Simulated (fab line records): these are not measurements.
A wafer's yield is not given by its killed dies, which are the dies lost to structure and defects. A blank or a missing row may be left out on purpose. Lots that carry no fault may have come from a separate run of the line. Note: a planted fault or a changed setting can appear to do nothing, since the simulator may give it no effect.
Which of the tools did it? || flow sky130 || 13 lots with 39 wafers sampled at 4 steps, on a route of 708 steps

WHAT THE GAUGES READ, wafer by wafer
SKY_FIELD_ISO_THK_MEAS_02. Usual: FIELD_ISO_OXIDATION_00_THK 11.84 nm, standard deviation 0.24.
{"lot": "L108", "measured": "day 1 12:00", "on": "filmMetro-04", "FIELD_ISO_OXIDATION_00_THK (nm)": "11.23 11.39 11.35", "flag": ""}
{"lot": "L109", "measured": "day 1 17:04", "on": "filmMetro-04", "FIELD_ISO_OXIDATION_00_THK (nm)": "11.65 11.87 11.79", "flag": ""}
{"lot": "L115", "measured": "day 2 22:38", "on": "filmMetro-03", "FIELD_ISO_OXIDATION_00_THK (nm)": "11.81 11.84 11.55", "flag": ""}
{"lot": "L117", "measured": "day 3 11:26", "on": "filmMetro-03", "FIELD_ISO_OXIDATION_00_THK (nm)": "12.15 12.62 12.43", "flag": ""}
{"lot": "L119", "measured": "day 3 19:53", "on": "filmMetro-03", "FIELD_ISO_OXIDATION_00_THK (nm)": "11.70 11.66 11.52", "flag": ""}
{"lot": "L121", "measured": "day 4 05:45", "on": "filmMetro-03", "FIELD_ISO_OXIDATION_00_THK (nm)": "11.81 12.02 11.79", "flag": ""}
{"lot": "L122", "measured": "day 4 12:04", "on": "filmMetro-04", "FIELD_ISO_OXIDATION_00_THK (nm)": "12.29 12.04 11.88", "flag": ""}
{"lot": "L123", "measured": "day 4 19:22", "on": "filmMetro-01", "FIELD_ISO_OXIDATION_00_THK (nm)": "11.98 12.02 11.99", "flag": ""}
{"lot": "L124", "measured": "day 4 23:26", "on": "filmMetro-04", "FIELD_ISO_OXIDATION_00_THK (nm)": "11.90 11.65 11.53", "flag": ""}
{"lot": "L127", "measured": "day 5 14:19", "on": "filmMetro-03", "FIELD_ISO_OXIDATION_00_THK (nm)": "12.25 11.92 11.87", "flag": ""}
{"lot": "L129", "measured": "day 5 21:49", "on": "filmMetro-03", "FIELD_ISO_OXIDATION_00_THK (nm)": "11.73 11.76 11.84", "flag": ""}
{"lot": "L130", "measured": "day 6 01:38", "on": "filmMetro-01", "FIELD_ISO_OXIDATION_00_THK (nm)": "12.12 12.22 12.09", "flag": ""}
{"lot": "L131", "measured": "day 6 06:38", "on": "filmMetro-04", "FIELD_ISO_OXIDATION_00_THK (nm)": "11.79 11.61 11.59", "flag": ""}

SKY_VT_ADJUST_LVTN_TW_MEAS_21. Usual: VT_ADJUST_LVTN_2_TW 190, standard deviation 3.7.
{"lot": "L108", "measured": "day 7 12:05", "on": "filmMetro-04", "VT_ADJUST_LVTN_2_TW": "225 226 224", "flag": "OFF"}
{"lot": "L109", "measured": "day 7 17:21", "on": "filmMetro-01", "VT_ADJUST_LVTN_2_TW": "189 187 188", "flag": ""}
{"lot": "L115", "measured": "day 9 19:49", "on": "filmMetro-04", "VT_ADJUST_LVTN_2_TW": "225 226 224", "flag": "OFF"}
{"lot": "L117", "measured": "day 10 13:38", "on": "filmMetro-01", "VT_ADJUST_LVTN_2_TW": "225 226 227", "flag": "OFF"}
{"lot": "L119", "measured": "day 11 03:21", "on": "filmMetro-02", "VT_ADJUST_LVTN_2_TW": "192 193 193", "flag": ""}
{"lot": "L121", "measured": "day 11 21:19", "on": "filmMetro-04", "VT_ADJUST_LVTN_2_TW": "186 185 186", "flag": ""}
{"lot": "L122", "measured": "day 12 02:22", "on": "filmMetro-02", "VT_ADJUST_LVTN_2_TW": "192 193 194", "flag": ""}
{"lot": "L123", "measured": "day 12 08:22", "on": "filmMetro-01", "VT_ADJUST_LVTN_2_TW": "186 187 185", "flag": ""}
{"lot": "L124", "measured": "day 12 06:44", "on": "filmMetro-02", "VT_ADJUST_LVTN_2_TW": "193 193 193", "flag": ""}
{"lot": "L127", "measured": "day 13 04:52", "on": "filmMetro-02", "VT_ADJUST_LVTN_2_TW": "192 193 193", "flag": ""}
{"lot": "L129", "measured": "day 13 13:02", "on": "filmMetro-02", "VT_ADJUST_LVTN_2_TW": "193 193 194", "flag": ""}
{"lot": "L130", "measured": "day 13 21:37", "on": "filmMetro-02", "VT_ADJUST_LVTN_2_TW": "194 193 192", "flag": ""}
{"lot": "L131", "measured": "day 14 05:46", "on": "filmMetro-01", "VT_ADJUST_LVTN_2_TW": "186 186 187", "flag": ""}

SKY_LOCAL_INTERCONNECT_CD_MEAS_11: the cd target is 170 nm. Usual: cdNm reads 170.2 nm (standard deviation 1.3).
{"lot": "L108", "measured": "day 29 23:04", "on": "cdSem-02", "cdNm (nm)": "170.7 170.4 169.5", "flag": ""}
{"lot": "L109", "measured": "day 30 00:49", "on": "cdSem-01", "cdNm (nm)": "170.9 171.3 172.6", "flag": ""}
{"lot": "L115", "measured": "day 32 19:34", "on": "cdSem-01", "cdNm (nm)": "168.2 168.6 167.1", "flag": ""}
{"lot": "L117", "measured": "day 33 13:37", "on": "cdSem-01", "cdNm (nm)": "169.1 169.6 169.7", "flag": ""}
{"lot": "L119", "measured": "day 34 10:13", "on": "cdSem-01", "cdNm (nm)": "172.6 172.5 172.3", "flag": ""}
{"lot": "L121", "measured": "day 35 02:35", "on": "cdSem-01", "cdNm (nm)": "168.6 167.9 168.1", "flag": ""}
{"lot": "L122", "measured": "day 35 08:32", "on": "cdSem-01", "cdNm (nm)": "170.7 169.0 170.4", "flag": ""}
{"lot": "L123", "measured": "day 35 16:13", "on": "cdSem-02", "cdNm (nm)": "171.0 169.8 170.8", "flag": ""}
{"lot": "L124", "measured": "day 35 14:37", "on": "cdSem-01", "cdNm (nm)": "168.9 169.4 169.0", "flag": ""}
{"lot": "L127", "measured": "day 36 11:12", "on": "cdSem-01", "cdNm (nm)": "170.0 170.8 171.5", "flag": ""}
{"lot": "L129", "measured": "day 37 00:33", "on": "cdSem-01", "cdNm (nm)": "168.2 171.0 169.7", "flag": ""}
{"lot": "L130", "measured": "day 37 01:51", "on": "cdSem-02", "cdNm (nm)": "169.4 171.2 169.1", "flag": ""}
{"lot": "L131", "measured": "day 37 15:28", "on": "cdSem-01", "cdNm (nm)": "169.9 172.5 172.4", "flag": ""}

TOOL THAT RAN EACH LOT (tool first, then ch and the chambers of the sampled wafers, then the start)
{"lot": "L108", "SKY_VT_ADJUST_LVTN_IMPLANT_19": "implanter-03 ch 0, day 7 11:31"}
{"lot": "L109", "SKY_VT_ADJUST_LVTN_IMPLANT_19": "implanter-01 ch 0, day 7 17:06"}
{"lot": "L115", "SKY_VT_ADJUST_LVTN_IMPLANT_19": "implanter-02 ch 0, day 9 19:16"}
{"lot": "L117", "SKY_VT_ADJUST_LVTN_IMPLANT_19": "implanter-01 ch 0, day 10 13:05 and implanter-02 ch 0, day 10 13:23"}
{"lot": "L119", "SKY_VT_ADJUST_LVTN_IMPLANT_19": "implanter-01 ch 0, day 11 03:02"}
{"lot": "L121", "SKY_VT_ADJUST_LVTN_IMPLANT_19": "implanter-01 ch 0, day 11 21:05"}
{"lot": "L122", "SKY_VT_ADJUST_LVTN_IMPLANT_19": "implanter-01 ch 0, day 12 02:08"}
{"lot": "L123", "SKY_VT_ADJUST_LVTN_IMPLANT_19": "implanter-02 ch 0, day 12 08:07"}
{"lot": "L124", "SKY_VT_ADJUST_LVTN_IMPLANT_19": "implanter-02 ch 0, day 12 06:29"}
{"lot": "L127", "SKY_VT_ADJUST_LVTN_IMPLANT_19": "implanter-02 ch 0, day 13 04:39"}
{"lot": "L129", "SKY_VT_ADJUST_LVTN_IMPLANT_19": "implanter-01 ch 0, day 13 12:47"}
{"lot": "L130", "SKY_VT_ADJUST_LVTN_IMPLANT_19": "implanter-03 ch 0, day 13 21:22"}
{"lot": "L131", "SKY_VT_ADJUST_LVTN_IMPLANT_19": "implanter-03 ch 0, day 14 05:31"}
- SKY_VT_ADJUST_LVTN_IMPLANT_19

WHAT THE TOOLS THEMSELVES READ (means of the sampled wafers that have a number; where no wafer has one, the mark that the record gives instead)
The record holds no such reading with a usual standard deviation.

THE ANSWER, worked out from the rows above alone
Rule: take the mean of a lot's wafers that have a number; if it is more than 3 standard deviations from the usual mean, the lot is off. Also off: a lot with no number at a reading for which 4 or more lots have one. Any other lot the step has rows for is counted as sound. The gauges are gone through in route order, then the tools' own readings, and for those a lot's mean is taken as printed above. The first step at which some lot is off is used, and at that step the reading that is off furthest; a lot without a number counts as furthest.
Off: L108, L115, L117, seen at SKY_VT_ADJUST_LVTN_TW_MEAS_21 (VT_ADJUST_LVTN_2_TW).
If a tool, at a process step before that reading, ran all the lots that are off and no sound lot after the first of them, it fits. Those tools and the gauges at SKY_VT_ADJUST_LVTN_TW_MEAS_21 are tried in the same way. None of those tried fits.

WHAT THE SIMULATOR HAD INSERTED
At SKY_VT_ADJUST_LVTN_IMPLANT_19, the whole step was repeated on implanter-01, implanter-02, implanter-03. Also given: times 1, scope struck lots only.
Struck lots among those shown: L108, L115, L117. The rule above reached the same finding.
